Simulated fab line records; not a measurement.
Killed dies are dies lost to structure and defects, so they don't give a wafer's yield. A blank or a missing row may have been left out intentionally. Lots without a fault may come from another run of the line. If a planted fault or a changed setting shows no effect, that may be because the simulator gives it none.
fab line records	flow gf180mcu
[record] lots = 24	wafers = 72	last_day = 34
route steps=602 shown M1@330 V2@400 MIM@510 M5@537 V5@542
lots untouched by any fault: they come from a run of this same line in which no faults occurred
start_h: hours from the record's first day to the start of the lot's first wafer shown	wait_h: hours elapsed since this lot's preceding step	" the same as in the row above	L1.1+2: several wafers, shown together as one row	- no value present, or no start provided	* or withheld: withheld	< > ~ a bound
route shown NAME@n: names a module that has steps shown in the file, with the first one's number in the route	usual: mean and standard deviation over wafers with no fault	same: alike in all rows	chamber/n: place in a boat	sites: the reading at each site	_std_site: their standard deviation	_edge_site: mean of outer sites minus mean of inner sites	radius_mm: how far each site lies from the wafer's centre	mask NAME#n: copy n	behind: the last tool/chamber to shape the wafer	hold: the reason the lot was held/the length of the hold in hours/how it ended	device: transistor that didn't switch, given as n, p or np	end of line: tests of these same wafers at the route's end	a step without rows: its recipe alone	killed: at the first sort, the dies lost to defects and structure; wafer yield is something else	map: a wafer's dies, marking killed ones x, the rest . and places with no die _
set.NAME: the run value of the setting; set.NAME@STEP: its run value at that earlier step	model.NAME: the simulator's own value behind a step, which no gauge read
route steps across a sampled set of lots; one table per step, one row per wafer
services: from which hour (start_h, from the record's first day; less than 0 if before it) a tool's chamber was out of use, for how many hours, and why
[[steps]]
[step GF_M1_OVL_MEAS_15]
[usual] M1_OVL = 1/5.8
lot.wafer	tool	chamber	start_h	wait_h	M1_OVL[nm]
L074.1	overlay-02	-	385.03	0.1	11
L074.4	"	-	"	"	11
L074.6	"	-	"	"	13
L075.1	overlay-01	-	394.53	0.1	5
L075.2	"	-	"	"	10
L075.4	"	-	"	"	4
L076.1	overlay-01	-	395.62	0.1	5
L076.2	"	-	"	"	-4
L076.4	"	-	"	"	1
L077.4	overlay-02	-	413.28	0.1	7
L077.5	"	-	"	"	0
L077.6	"	-	"	"	-5
L078.1	overlay-01	-	429.18	0.1	5
L078.4	"	-	"	"	-1
L078.5	"	-	"	"	-2
L079.1	overlay-02	-	443.98	0.1	10
L079.2	"	-	"	"	7
L079.3	"	-	"	"	10
L080.1	overlay-01	-	445.16	0.1	1
L080.4	"	-	"	"	3
L080.5	"	-	"	"	3
L083.1	overlay-02	-	476.61	0.1	17
L083.2	"	-	"	"	0
L083.3	"	-	"	"	7
L081.1	overlay-01	-	476.86	0.1	-1
L081.2	"	-	"	"	-3
L081.3	"	-	"	"	3
L082.2	overlay-02	-	477.22	0.1	5
L082.4	"	-	"	"	5
L082.6	"	-	"	"	10
L084.1	overlay-01	-	495.98	0.1	-8
L084.5	"	-	"	"	1
L084.6	"	-	"	"	2
L085.1	overlay-02	-	499.76	0.1	-9
L085.3	"	-	"	"	-4
L085.5	"	-	"	"	-3
L086.3	overlay-02	-	500.48	0.1	-4
L086.5	"	-	"	"	-7
L086.6	"	-	"	"	1
L088.1	overlay-02	-	507.63	0.1	-6
L088.4	"	-	"	"	-5
L088.5	"	-	"	"	-3
L087.2	overlay-02	-	509.52	0.1	5
L087.3	"	-	"	"	5
L087.5	"	-	"	"	2
L091.4	overlay-01	-	525.73	0.1	3
L091.5	"	-	"	"	-3
L091.6	"	-	"	"	3
L089.1	overlay-01	-	531.33	0.1	-2
L089.3	"	-	"	"	1
L089.5	"	-	"	"	-5
L090.3	overlay-02	-	531.62	0.1	10
L090.4	"	-	"	"	5
L090.5	"	-	"	"	4
L092.4	overlay-02	-	538.45	0.1	-2
L092.5	"	-	"	"	2
L092.6	"	-	"	"	0
L093.2	overlay-02	-	545.83	0.1	-4
L093.3	"	-	"	"	-5
L093.5	"	-	"	"	-6
L094.1	overlay-02	-	547.08	0.1	1
L094.5	"	-	"	"	-2
L094.6	"	-	"	"	-5
L095.4	overlay-01	-	557.05	0.1	10
L095.5	"	-	"	"	2
L095.6	"	-	"	"	8
L096.1	overlay-01	-	564.56	0.1	-2
L096.3	"	-	"	"	-7
L096.4	"	-	"	"	2
L097.2	overlay-01	-	573.17	0.1	0
L097.3	"	-	"	"	-1
L097.5	"	-	"	"	6
[step GF_V2_STRIP_18]
[recipe] chemistry = O2/N2	power_w = 1400	pressure_mtorr = 1500	platen_temp_c = 250	o2_flow_sccm = 3000	n2_flow_sccm = 300	overash_fraction = 0.5
[usual] drypump_motor_current_A = 5.89/0.11	heater_power_w = 340/41	oes_product_au = 0.592/0.0053	platen_temp_c = 249.98/0.19
lot.wafer	tool	chamber	start_h	wait_h	drypump_motor_current_A	heater_power_w	oes_product_au	platen_temp_c	rf_hours_counter_h
L074.1	plasma_asher-01	0	460.72	-	5.76	347	0.594	250.09	36
L074.4	"	0	"	"	5.75	356	0.600	250.00	-
L074.6	"	1	"	"	5.75	339	0.599	249.92	-
L075.1	plasma_asher-02	1	470.78	-	5.87	283	0.604	249.84	84
L075.2	"	0	"	"	5.97	388	0.596	249.80	84
L075.4	"	1	"	"	5.88	273	0.589	250.05	-
L076.1	plasma_asher-03	1	472.43	-	5.86	342	0.586	250.20	70
L076.2	"	0	"	"	6.11	331	0.589	249.60	70
L076.4	"	0	"	"	6.08	322	0.599	249.93	-
L077.4	plasma_asher-01	0	489.33	-	5.75	361	0.587	249.78	-
L077.5	"	0	"	"	5.75	354	0.592	249.68	-
L077.6	"	1	"	"	5.76	329	0.593	249.68	-
L078.1	plasma_asher-02	1	505.97	-	5.90	278	0.592	249.92	88
L078.4	"	1	"	"	5.87	281	0.596	249.92	-
L078.5	"	1	"	"	5.89	279	0.594	250.18	-
L079.1	plasma_asher-02	0	519.93	-	5.96	390	0.596	249.82	89
L079.2	"	1	"	"	5.89	288	0.586	249.80	89
L079.3	"	1	"	"	5.90	283	0.583	250.09	-
L080.1	plasma_asher-01	0	520.88	-	5.75	347	0.583	250.11	43
L080.4	"	1	"	"	5.74	343	0.591	250.19	-
L080.5	"	1	"	"	5.73	344	0.588	250.22	-
L083.1	plasma_asher-02	0	550.33	-	5.94	394	0.596	249.96	92
L083.2	"	1	"	"	5.88	269	0.590	250.01	92
L083.3	"	1	"	"	5.89	291	0.601	250.03	-
L081.1	plasma_asher-02	0	551.37	-	5.92	386	0.590	249.79	92
L081.2	"	1	"	"	5.88	276	0.586	249.90	92
L081.3	"	1	"	"	5.90	282	0.588	249.59	-
L082.2	plasma_asher-01	0	552.23	-	5.75	357	0.598	250.00	47
L082.4	"	1	"	"	5.75	343	0.593	250.05	-
L082.6	"	1	"	"	5.76	346	0.595	249.68	-
L084.1	plasma_asher-02	1	568.98	-	5.88	276	0.602	249.88	93
L084.5	"	0	"	"	5.98	389	0.589	249.96	-
L084.6	"	1	"	"	5.88	280	0.587	250.19	-
L085.1	plasma_asher-03	0	571.37	-	6.10	328	0.593	249.94	81
L085.3	"	1	"	"	5.86	351	0.583	250.20	-
L085.5	"	1	"	"	5.83	347	0.592	250.16	-
L086.3	plasma_asher-02	0	571.96	-	5.95	389	0.600	249.83	-
L086.5	"	1	"	"	5.84	281	0.594	250.12	-
L086.6	"	0	"	"	5.95	392	0.586	249.74	-
L088.1	plasma_asher-03	1	578.87	-	5.86	350	0.590	250.33	82
L088.4	"	1	"	"	5.91	354	0.592	249.82	-
L088.5	"	1	"	"	5.86	363	0.599	250.05	-
L087.2	plasma_asher-03	1	580.53	-	5.83	346	0.592	250.21	82
L087.3	"	0	"	"	6.07	321	0.584	250.34	-
L087.5	"	1	"	"	5.85	352	0.601	249.78	-
L091.4	plasma_asher-01	1	596.20	-	5.72	351	0.590	249.93	-
L091.5	"	1	"	"	5.73	335	0.580	249.96	-
L091.6	"	0	"	"	5.75	349	0.594	249.92	-
L089.1	plasma_asher-03	1	600.63	-	5.88	350	0.601	250.42	85
L089.3	"	0	"	"	6.11	332	0.588	249.81	-
L089.5	"	0	"	"	6.10	320	0.596	249.94	-
L090.3	plasma_asher-02	1	601.01	-	5.89	278	0.597	249.81	-
L090.4	"	0	"	"	5.99	393	0.585	250.26	-
L090.5	"	0	"	"	6.00	398	0.595	250.43	-
L092.4	plasma_asher-02	1	607.25	-	5.88	284	0.589	249.85	-
L092.5	"	1	"	"	5.89	280	0.591	250.13	-
L092.6	"	0	"	"	5.98	386	0.594	250.13	-
L093.2	plasma_asher-02	0	614.28	-	5.96	391	0.590	250.03	98
L093.3	"	1	"	"	5.90	281	0.590	249.70	-
L093.5	"	0	"	"	5.96	396	0.596	250.11	-
L094.1	plasma_asher-03	1	615.58	-	5.86	357	0.589	250.22	86
L094.5	"	1	"	"	5.86	352	0.597	250.45	-
L094.6	"	0	"	"	6.10	331	0.595	249.93	-
L095.4	plasma_asher-02	0	624.40	-	5.94	386	0.582	249.69	-
L095.5	"	1	"	"	5.90	281	0.585	250.42	-
L095.6	"	0	"	"	5.95	400	0.596	249.82	-
L096.1	plasma_asher-02	1	629.68	-	5.88	279	0.592	249.86	100
L096.3	"	0	"	"	5.93	390	0.591	250.31	-
L096.4	"	1	"	"	5.90	285	0.589	249.92	-
L097.2	plasma_asher-01	0	638.57	-	5.75	362	0.597	249.94	54
L097.3	"	0	"	"	5.75	349	0.589	249.90	-
L097.5	"	1	"	"	5.75	337	0.587	249.71	-
[step GF_MIM_SPUTTER_07]
[recipe] material = TiN	target_thk_nm = 60	power_w = 6500	time_s = 50	chamber_pressure_pa = 0.4
[usual] throttle_valve_pct = 30.0/1.1
lot.wafer	tool	chamber	start_h	wait_h	throttle_valve_pct
L074.1	pvd_sputter-04	-	561.01	0.1	29.0
L074.4	"	-	"	"	29.9
L074.6	"	-	"	"	29.8
L075.1	pvd_sputter-01	-	569.27	0.1	30.9
L075.2	"	-	"	"	32.0
L075.4	"	-	"	"	29.6
L076.1	pvd_sputter-01	-	572.00	0.1	31.0
L076.2	"	-	"	"	29.8
L076.4	"	-	"	"	31.9
L077.4	pvd_sputter-04	-	586.10	0.0	29.1
L077.5	"	-	"	"	30.1
L077.6	"	-	"	"	29.8
L078.1	pvd_sputter-01	-	601.62	0.1	29.7
L078.4	"	-	"	"	31.1
L078.5	"	-	"	"	32.0
L079.1	pvd_sputter-01	-	612.27	0.1	31.3
L079.2	"	-	"	"	29.8
L079.3	"	-	"	"	31.9
L080.1	pvd_sputter-02	-	612.49	0.1	29.8
L080.4	"	-	"	"	30.7
L080.5	"	-	"	"	27.3
L083.1	pvd_sputter-04	-	641.14	0.1	29.4
L083.2	"	-	"	"	30.0
L083.3	"	-	"	"	29.8
L081.1	pvd_sputter-01	-	641.89	0.1	29.7
L081.2	"	-	"	"	31.8
L081.3	"	-	"	"	31.4
L082.2	pvd_sputter-04	-	642.50	0.0	29.7
L082.4	"	-	"	"	28.9
L082.6	"	-	"	"	29.8
L084.1	pvd_sputter-04	-	656.19	0.1	29.7
L084.5	"	-	"	"	29.0
L084.6	"	-	"	"	29.8
L085.1	pvd_sputter-04	-	660.79	0.1	30.1
L085.3	"	-	"	"	28.9
L085.5	"	-	"	"	29.4
L086.3	pvd_sputter-01	-	661.25	0.0	31.5
L086.5	"	-	"	"	31.4
L086.6	"	-	"	"	29.5
L088.1	pvd_sputter-04	-	667.71	0.1	29.1
L088.4	"	-	"	"	29.5
L088.5	"	-	"	"	29.8
L087.2	pvd_sputter-01	-	668.06	0.0	30.6
L087.3	"	-	"	"	31.9
L087.5	"	-	"	"	30.8
L091.4	pvd_sputter-01	-	683.00	0.0	30.7
L091.5	"	-	"	"	30.7
L091.6	"	-	"	"	29.5
L089.1	pvd_sputter-04	-	686.10	0.1	30.0
L089.3	"	-	"	"	29.2
L089.5	"	-	"	"	29.9
L090.3	pvd_sputter-02	-	687.02	0.0	28.7
L090.4	"	-	"	"	27.7
L090.5	"	-	"	"	30.6
L092.4	pvd_sputter-02	-	692.20	0.0	28.5
L092.5	"	-	"	"	28.7
L092.6	"	-	"	"	27.3
L093.2	pvd_sputter-04	-	697.81	0.0	29.5
L093.3	"	-	"	"	30.1
L093.5	"	-	"	"	29.6
L094.1	pvd_sputter-02	-	700.55	0.1	29.5
L094.5	"	-	"	"	29.7
L094.6	"	-	"	"	27.3
L095.4	pvd_sputter-01	-	708.34	0.0	30.8
L095.5	"	-	"	"	32.0
L095.6	"	-	"	"	31.0
L096.1	pvd_sputter-01	-	713.22	0.1	30.8
L096.3	"	-	"	"	31.3
L096.4	"	-	"	"	32.0
L097.2	pvd_sputter-04	-	720.32	0.0	29.4
L097.3	"	-	"	"	28.9
L097.5	"	-	"	"	29.2
[step GF_MIM_THK_MEAS_11]
[recipe] thk_meas_gauge = xrf	reads = AlCu_of_MIM_SPUTTER_08
[usual] MIM_ALCU_THK = 201.0/2.5
lot.wafer	tool	chamber	start_h	wait_h	MIM_ALCU_THK[nm]
L074.1	film_metro-01	-	561.23	0.1	202.1
L074.4	"	-	"	"	199.7
L074.6	"	-	"	"	199.8
L075.1	film_metro-01	-	569.49	0.1	201.2
L075.2	"	-	"	"	201.9
L075.4	"	-	"	"	205.5
L076.1	film_metro-04	-	572.22	0.1	198.6
L076.2	"	-	"	"	207.7
L076.4	"	-	"	"	197.2
L077.4	film_metro-04	-	586.32	0.1	202.4
L077.5	"	-	"	"	202.3
L077.6	"	-	"	"	203.7
L078.1	film_metro-03	-	601.85	0.1	204.0
L078.4	"	-	"	"	198.0
L078.5	"	-	"	"	199.1
L079.1	film_metro-03	-	612.50	0.1	198.4
L079.2	"	-	"	"	204.9
L079.3	"	-	"	"	199.9
L080.1	film_metro-04	-	612.71	0.1	201.9
L080.4	"	-	"	"	199.7
L080.5	"	-	"	"	201.2
L083.1	film_metro-01	-	641.36	0.1	202.5
L083.2	"	-	"	"	202.2
L083.3	"	-	"	"	201.9
L081.1	film_metro-03	-	642.12	0.1	203.4
L081.2	"	-	"	"	198.0
L081.3	"	-	"	"	198.8
L082.2	film_metro-01	-	642.73	0.1	200.6
L082.4	"	-	"	"	199.9
L082.6	"	-	"	"	201.4
L084.1	film_metro-04	-	656.41	0.1	200.3
L084.5	"	-	"	"	199.5
L084.6	"	-	"	"	201.1
L085.1	film_metro-04	-	661.01	0.1	196.5
L085.3	"	-	"	"	198.8
L085.5	"	-	"	"	198.3
L086.3	film_metro-01	-	661.49	0.1	195.5
L086.5	"	-	"	"	200.1
L086.6	"	-	"	"	200.9
L088.1	film_metro-04	-	667.96	0.1	202.5
L088.4	"	-	"	"	201.4
L088.5	"	-	"	"	201.8
L087.2	film_metro-03	-	668.29	0.1	204.7
L087.3	"	-	"	"	197.5
L087.5	"	-	"	"	205.1
L091.4	film_metro-01	-	683.25	0.1	203.0
L091.5	"	-	"	"	202.9
L091.6	"	-	"	"	201.1
L089.1	film_metro-03	-	686.32	0.1	202.6
L089.3	"	-	"	"	201.8
L089.5	"	-	"	"	201.2
L090.3	film_metro-04	-	687.26	0.1	195.7
L090.4	"	-	"	"	197.4
L090.5	"	-	"	"	199.7
L092.4	film_metro-03	-	692.45	0.1	200.1
L092.5	"	-	"	"	198.4
L092.6	"	-	"	"	203.0
L093.2	film_metro-04	-	698.04	0.1	200.4
L093.3	"	-	"	"	200.3
L093.5	"	-	"	"	200.0
L094.1	film_metro-04	-	700.77	0.1	203.8
L094.5	"	-	"	"	206.0
L094.6	"	-	"	"	202.7
L095.4	film_metro-04	-	708.59	0.1	201.1
L095.5	"	-	"	"	197.2
L095.6	"	-	"	"	198.8
L096.1	film_metro-03	-	713.43	0.1	206.8
L096.3	"	-	"	"	202.1
L096.4	"	-	"	"	201.1
L097.2	film_metro-03	-	720.54	0.1	198.5
L097.3	"	-	"	"	199.3
L097.5	"	-	"	"	198.7
[step GF_M5_STRIP_11]
[recipe] chemistry = O2/N2	power_w = 1400	pressure_mtorr = 1500	platen_temp_c = 250	o2_flow_sccm = 3000	n2_flow_sccm = 300	overash_fraction = 0.5
[usual] drypump_motor_current_A = 5.87/0.15	heater_power_w = 334/29	oes_product_au = 0.545/0.0048	platen_temp_c = 250.00/0.17	strip_time_to_endpoint_s = 7.57/0.058
lot.wafer	tool	chamber	start_h	wait_h	drypump_motor_current_A	heater_power_w	oes_product_au	platen_temp_c	rf_hours_counter_h	strip_time_to_endpoint_s
L074.1	plasma_asher-03	0	603.83	0.1	6.08	332	0.551	250.17	85	7.57
L074.4	"	0	"	"	6.08	324	0.549	250.15	-	7.58
L074.6	"	1	"	"	5.86	350	0.536	249.80	-	7.58
L075.1	plasma_asher-03	1	611.30	0.1	5.86	346	0.550	250.12	86	7.57
L075.2	"	0	"	"	6.09	326	0.549	249.88	86	7.71
L075.4	"	1	"	"	5.85	357	0.544	249.89	-	7.69
L076.1	plasma_asher-04	1	613.93	0.1	5.61	316	0.539	249.99	20	7.62
L076.2	"	0	"	"	5.82	336	0.541	249.90	20	7.53
L076.4	"	0	"	"	5.85	334	0.548	249.98	-	7.58
L077.4	plasma_asher-03	0	626.62	0.1	6.12	329	0.548	250.09	-	7.59
L077.5	"	1	"	"	5.84	344	0.542	249.94	-	7.54
L077.6	"	0	"	"	6.10	327	0.554	250.02	-	7.65
L078.1	plasma_asher-02	1	641.88	0.1	5.91	288	0.549	250.11	101	7.61
L078.4	"	1	"	"	5.92	283	0.547	249.94	-	7.60
L078.5	"	0	"	"	5.95	388	0.543	250.03	-	7.56
L079.1	plasma_asher-04	0	652.47	0.1	5.84	335	0.550	250.10	24	7.64
L079.2	"	1	"	"	5.68	324	0.546	249.85	24	7.60
L079.3	"	1	"	"	5.64	321	0.547	249.75	-	7.64
L080.1	plasma_asher-02	1	652.53	0.1	5.89	279	0.544	249.98	102	7.61
L080.4	"	1	"	"	5.92	281	0.542	249.87	-	7.52
L080.5	"	1	"	"	5.88	283	0.543	249.82	-	7.57
L083.1	plasma_asher-02	0	679.87	0.1	5.94	391	0.546	249.62	105	7.64
L083.2	"	1	"	"	5.91	281	0.545	250.18	105	7.57
L083.3	"	0	"	"	5.95	381	0.544	249.68	-	7.55
L081.1	plasma_asher-04	0	680.15	0.1	5.86	337	0.545	250.13	27	7.68
L081.2	"	1	"	"	5.63	318	0.546	250.03	27	7.61
L081.3	"	0	"	"	5.86	328	0.547	249.92	-	7.66
L082.2	plasma_asher-04	1	681.25	0.1	5.64	324	0.545	249.99	27	7.60
L082.4	"	0	"	"	5.86	333	0.534	250.08	-	7.57
L082.6	"	0	"	"	5.86	338	0.535	249.91	-	7.57
L084.1	plasma_asher-02	0	694.36	0.2	5.98	388	0.542	250.21	107	7.53
L084.5	"	1	"	"	5.89	279	0.538	249.83	-	7.49
L084.6	"	0	"	"	5.97	397	0.545	250.28	-	7.50
L085.1	plasma_asher-04	0	698.60	0.1	5.88	334	0.546	250.35	28	7.48
L085.3	"	0	"	"	5.85	337	0.551	250.10	-	7.53
L085.5	"	1	"	"	5.64	310	0.542	249.87	-	7.51
L086.3	plasma_asher-03	0	699.93	0.1	6.08	334	0.545	250.06	-	7.55
L086.5	"	1	"	"	5.86	354	0.543	250.21	-	7.61
L086.6	"	0	"	"	6.12	328	0.545	250.12	-	7.57
L088.1	plasma_asher-03	0	706.32	0.1	6.07	328	0.552	249.95	96	7.61
L088.4	"	1	"	"	5.89	363	0.548	249.97	-	7.59
L088.5	"	1	"	"	5.85	352	0.549	249.92	-	7.58
L087.2	plasma_asher-04	0	706.74	0.1	5.86	335	0.543	249.94	29	7.53
L087.3	"	1	"	"	5.62	312	0.538	250.37	-	7.52
L087.5	"	0	"	"	5.86	335	0.543	250.06	-	7.51
L091.4	plasma_asher-04	1	720.78	0.1	5.66	316	0.545	250.10	-	7.54
L091.5	"	0	"	"	5.87	333	0.543	250.05	-	7.51
L091.6	"	1	"	"	5.65	312	0.550	250.14	-	7.63
L089.1	plasma_asher-04	1	723.35	0.1	5.61	327	0.541	250.09	30	7.55
L089.3	"	0	"	"	5.85	332	0.547	250.12	-	7.52
L089.5	"	0	"	"	5.86	335	0.554	249.63	-	7.51
L090.3	plasma_asher-04	0	723.73	0.1	5.87	340	0.553	250.05	-	7.62
L090.4	"	1	"	"	5.65	306	0.540	250.12	-	7.64
L090.5	"	0	"	"	5.86	343	0.546	250.13	-	7.57
L092.4	plasma_asher-03	0	728.82	0.1	6.09	322	0.541	250.24	-	7.61
L092.5	"	1	"	"	5.84	352	0.541	250.10	-	7.57
L092.6	"	0	"	"	6.10	326	0.546	250.12	-	7.48
L093.2	plasma_asher-03	0	732.90	0.1	6.10	326	0.545	249.73	99	7.57
L093.3	"	0	"	"	6.10	321	0.548	249.61	-	7.66
L093.5	"	1	"	"	5.90	355	0.546	249.77	-	7.61
L094.1	plasma_asher-04	1	736.23	0.1	5.64	321	0.541	249.67	31	7.52
L094.5	"	1	"	"	5.63	313	0.540	250.03	-	7.64
L094.6	"	0	"	"	5.87	339	0.541	249.88	-	7.56
L095.4	plasma_asher-03	1	744.53	0.1	5.88	352	0.543	249.93	-	7.56
L095.5	"	1	"	"	5.84	349	0.548	250.08	-	7.65
L095.6	"	0	"	"	6.12	325	0.549	249.69	-	7.56
L096.1	plasma_asher-02	1	748.75	0.1	5.90	287	0.543	250.06	1	7.55
L096.3	"	1	"	"	5.89	288	0.542	250.20	-	7.51
L096.4	"	0	"	"	5.91	378	0.549	249.81	-	7.60
L097.2	plasma_asher-02	1	755.63	0.1	5.89	283	0.541	249.79	1	7.52
L097.3	"	0	"	"	5.95	390	0.543	250.06	-	7.49
L097.5	"	0	"	"	5.98	397	0.543	250.02	-	7.52
[step GF_V5_CVD_02]
[recipe] material = SiO2	target_thk_nm = 1450	precursor = TEOS	temp_c = 400	time_s = 163.28	rf_w = 600
[usual] heater_power_w = 651/120
lot.wafer	tool	chamber	start_h	wait_h	heater_power_w
L074.1	pecvd-04	2	604.47	0.1	684
L074.4	"	0	"	"	912
L074.6	"	1	"	"	573
L075.1	pecvd-03	0	611.97	0.1	693
L075.2	"	1	"	"	767
L075.4	"	2	"	"	436
L076.1	pecvd-02	1	614.57	0.1	588
L076.2	"	0	"	"	577
L076.4	"	0	"	"	477
L077.4	pecvd-03	0	627.28	0.1	651
L077.5	"	1	"	"	643
L077.6	"	2	"	"	540
L078.1	pecvd-02	2	642.57	0.1	648
L078.4	"	0	"	"	487
L078.5	"	1	"	"	477
L079.1	pecvd-03	2	653.11	0.1	479
L079.2	"	0	"	"	706
L079.3	"	1	"	"	693
L080.1	pecvd-04	0	653.20	0.1	766
L080.4	"	2	"	"	799
L080.5	"	0	"	"	897
L083.1	pecvd-02	2	680.51	0.1	599
L083.2	"	0	"	"	522
L083.3	"	1	"	"	572
L081.1	pecvd-04	2	680.79	0.1	771
L081.2	"	1	"	"	730
L081.3	"	0	"	"	836
L082.2	pecvd-03	2	681.89	0.0	510
L082.4	"	0	"	"	788
L082.6	"	2	"	"	539
L084.1	pecvd-03	2	695.03	0.1	435
L084.5	"	0	"	"	644
L084.6	"	2	"	"	504
L085.1	pecvd-02	0	699.24	0.1	517
L085.3	"	2	"	"	612
L085.5	"	2	"	"	665
L086.3	pecvd-03	1	700.54	0.0	819
L086.5	"	2	"	"	523
L086.6	"	0	"	"	769
L088.1	pecvd-04	1	707.00	0.1	674
L088.4	"	1	"	"	715
L088.5	"	2	"	"	811
L087.2	pecvd-03	0	707.41	0.0	674
L087.3	"	2	"	"	426
L087.5	"	1	"	"	811
L091.4	pecvd-02	2	721.44	0.1	675
L091.5	"	1	"	"	593
L091.6	"	0	"	"	594
L089.1	pecvd-04	1	723.98	0.1	706
L089.3	"	0	"	"	906
L089.5	"	0	"	"	729
L090.3	pecvd-03	1	724.33	0.0	706
L090.4	"	1	"	"	788
L090.5	"	0	"	"	821
L092.4	pecvd-02	1	729.47	0.1	571
L092.5	"	0	"	"	608
L092.6	"	2	"	"	647
L093.2	pecvd-02	2	733.53	0.0	625
L093.3	"	1	"	"	500
L093.5	"	0	"	"	602
L094.1	pecvd-02	2	736.87	0.1	606
L094.5	"	1	"	"	578
L094.6	"	2	"	"	676
L095.4	pecvd-04	0	745.19	0.1	858
L095.5	"	1	"	"	702
L095.6	"	2	"	"	656
L096.1	pecvd-02	2	749.42	0.1	655
L096.3	"	0	"	"	476
L096.4	"	0	"	"	555
L097.2	pecvd-04	0	756.27	0.0	859
L097.3	"	1	"	"	645
L097.5	"	2	"	"	657
[[services]]
tool	chamber	start_h	hours	kind
pecvd-03	-	443.56	1.3	repair
plasma_asher-04	-	477.38	0.8	repair
plasma_asher-02	-	482.93	9.9	repair
plasma_asher-03	-	488.94	14.6	pm
pvd_sputter-04	-	522.68	4.2	repair
plasma_asher-02	-	543.88	4.3	pm
plasma_asher-01	-	569.36	15.6	pm
pecvd-03	-	584.79	0.3	repair
plasma_asher-04	-	589.91	0.9	repair
pvd_sputter-04	-	590.77	3.4	repair
pecvd-02	-	591.12	14.0	pm
pvd_sputter-02	-	592.20	4.6	repair
pecvd-04	-	601.75	0.6	repair
pvd_sputter-02	-	605.02	3.2	repair
pecvd-02	2	608.03	14.4	repair
pecvd-04	-	609.45	14.6	pm
pecvd-02	-	629.11	1.2	repair
pecvd-02	0	645.43	34.9	repair
plasma_asher-01	-	657.66	2.2	repair
pecvd-02	1	665.68	2.9	repair
plasma_asher-02	-	733.75	9.0	pm
plasma_asher-02	0	733.75	9.0	vent_cycle
pvd_sputter-01	-	743.63	3.3	repair
pvd_sputter-04	-	749.45	1.4	repair
[[key]]
fault none
